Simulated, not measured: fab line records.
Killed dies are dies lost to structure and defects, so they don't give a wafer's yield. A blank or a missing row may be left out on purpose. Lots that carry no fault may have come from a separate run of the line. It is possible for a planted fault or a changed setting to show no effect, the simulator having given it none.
Matching of chambers + flow sky130 + SKY_VIA1_ETCH_15 on rie-diel-01 has 3 sister chambers
The step etches SiO2 in C4F8/O2/Ar, stops on TiN, target depth 351 nm, time 54 s. 6 wafers are shown with their chamber, then 5 later ones without.

## WAFERS WITH THEIR CHAMBER
| wafer  | chamber | oes-product-au (a.u.) | rf-fwd-power-W (W) |
|--------|---------|-----------------------|--------------------|
| L077.3 | 0       | 0.971                 | 1483               |
| L079.1 | 3       | 0.985                 | 1478               |
| L079.4 | 1       | 0.986                 | 1485               |
| L079.5 | 3       | 0.978                 | 1486               |
| L087.1 | 1       | 0.980                 | 1494               |
| L087.3 | 0       | 0.976                 | 1500               |

## WAFERS WITH NO CHAMBER GIVEN
| wafer  | oes-product-au (a.u.) | rf-fwd-power-W (W) |
|--------|-----------------------|--------------------|
| L089.1 | 0.977                 | 1482               |
| L089.2 | 0.975                 | 1486               |
| L089.5 | 0.983                 | 1498               |
| L091.3 | 0.983                 | 1484               |
| L091.6 | 0.980                 | 1489               |

## CHAMBER TAKEN BY EACH
| wafer  | from the rows above          | in truth |
|--------|------------------------------|----------|
| L089.1 | can't be placed: 3 or 0 or 1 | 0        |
| L089.2 | can't be placed: 0 or 3 or 1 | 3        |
| L089.5 | can't be placed: 1 or 3 or 0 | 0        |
| L091.3 | can't be placed: 3 or 1 or 0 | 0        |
| L091.6 | can't be placed: 1 or 3 or 0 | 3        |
0 of 5 placed correctly. Cannot be placed on the basis of these rows: 5; the candidates contain the true chamber in 5. 0 placed wrongly.
How it was worked out, from the rows above alone: a wafer's distance from a chamber is the root of the sum, over the readings, of the square of ((its reading less the chamber's mean) divided by the reading's scatter). The wafer belongs to the nearest chamber; if the next one is less than 2 further off, it can't be placed. For every chamber, the mean is computed from those of its wafers that are shown. The scatter is the square root of a quotient: the sum, over the shown wafers, of each reading's squared deviation from its chamber's mean, divided by wafers minus chambers.
